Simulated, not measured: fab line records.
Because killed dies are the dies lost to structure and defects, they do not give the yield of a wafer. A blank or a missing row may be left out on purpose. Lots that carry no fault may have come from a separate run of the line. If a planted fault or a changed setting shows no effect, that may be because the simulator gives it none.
8D (eight disciplines) problem report, filled in by code | flow gf180mcu | the parts of the form that need people (team, actions taken, sign-off) are left out

1. THE PROBLEM
Wafers without a fault read 2999 sccm, standard deviation 7.9; o2_flow_sccm at GF_MVSD_STRIP_10 reads a mean of 3600 sccm on 3 wafers belonging to 2 lots. That is +76 standard deviations from the usual mean.
The step: strips in O2/N2.
Earliest sighting: wafer L714.4 on plasma_asher-04 at day 5 08:47. The record has a number at this step for 42 wafers belonging to 14 lots. By rule, "out" or "out of limits" means more than 4 standard deviations away from the usual mean. All remaining wafers that have a number are taken as sound.

2. WHAT IT IS, WHAT IT ISN'T
question                    | is                     | is not
which readings at this step | o2_flow_sccm           | drypump_motor_current_A, n2_flow_sccm, oes_product_au
which lots                  | L714, L716             | L710, L712, L713, L715, L717, L724, L726, L727, L728, L730, L731, L732
which wafers of those lots  | L714.4, L714.6, L716.1 | L714.2, L716.3, L716.6
read on which tools         | plasma_asher-04        | plasma_asher-01, plasma_asher-02
when                        | from day 5 08:47       | up to then (10 sound wafers); but 29 sound wafers of L715, L716, L717, L724, L726, L727, L728, L730, L731, L732 came after

3. THE SUSPECTS, EACH WITH WHAT RULES IT OUT
Counting: a tool at a process step up to the reading stays a suspect if it ran every lot that is out. Sound lots after the first of them don't rule it out here, since some wafers of a struck lot are sound.
- plasma_asher-04 at GF_MVSD_STRIP_10 (strips in O2/N2): kept. Every lot that is out went through it, the first being L714 (day 5 08:47); the last sound lot it ran before that was L713 (day 5 03:32). On those wafers its own readings are out: o2_flow_sccm.
- At GF_MVSD_STRIP_10 on plasma_asher-04, chamber 1 took the sound wafers of the same lots and chamber 0 took the wafers that are out.
The count leaves plasma_asher-04 at GF_MVSD_STRIP_10.

4. THE CAUSE (what the simulator had put in)
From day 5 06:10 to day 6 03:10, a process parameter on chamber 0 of plasma_asher-04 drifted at GF_MVSD_STRIP_10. From 3000, the setting o2_flow_sccm moved by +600. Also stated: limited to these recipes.
The count eliminated every tool but this one.

5. THE CHAIN OF EFFECTS, in route order
Each row: a reading whose mean over the struck wafers that have a number lies more than 3 standard deviations from the usual. Readings are gone through only where the record gives a usual standard deviation; hours: the median, over the lots, of the time from a lot's start at the first step in this table giving one to that lot's start at this step; sigmas: the change measured in usual standard deviations.
hours | step             | reading      | usual     | on struck wafers | change | sigmas
0     | GF_MVSD_STRIP_10 | o2_flow_sccm | 2999 sccm | 3600             | +601   | +76
Process steps it contains:
- GF_MVSD_STRIP_10: strips in O2/N2.
Later steps that measure or inspect, where all struck wafers having a row at the step show a number for every such reading and not one has moved that far: GF_VT_IMPLANT_OVL_MEAS_29.

6. HOW IT WOULD HAVE BEEN CAUGHT EARLIER
In this record the first reading out of limits was taken at day 5 08:47, 3 hours after the fault began at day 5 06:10.
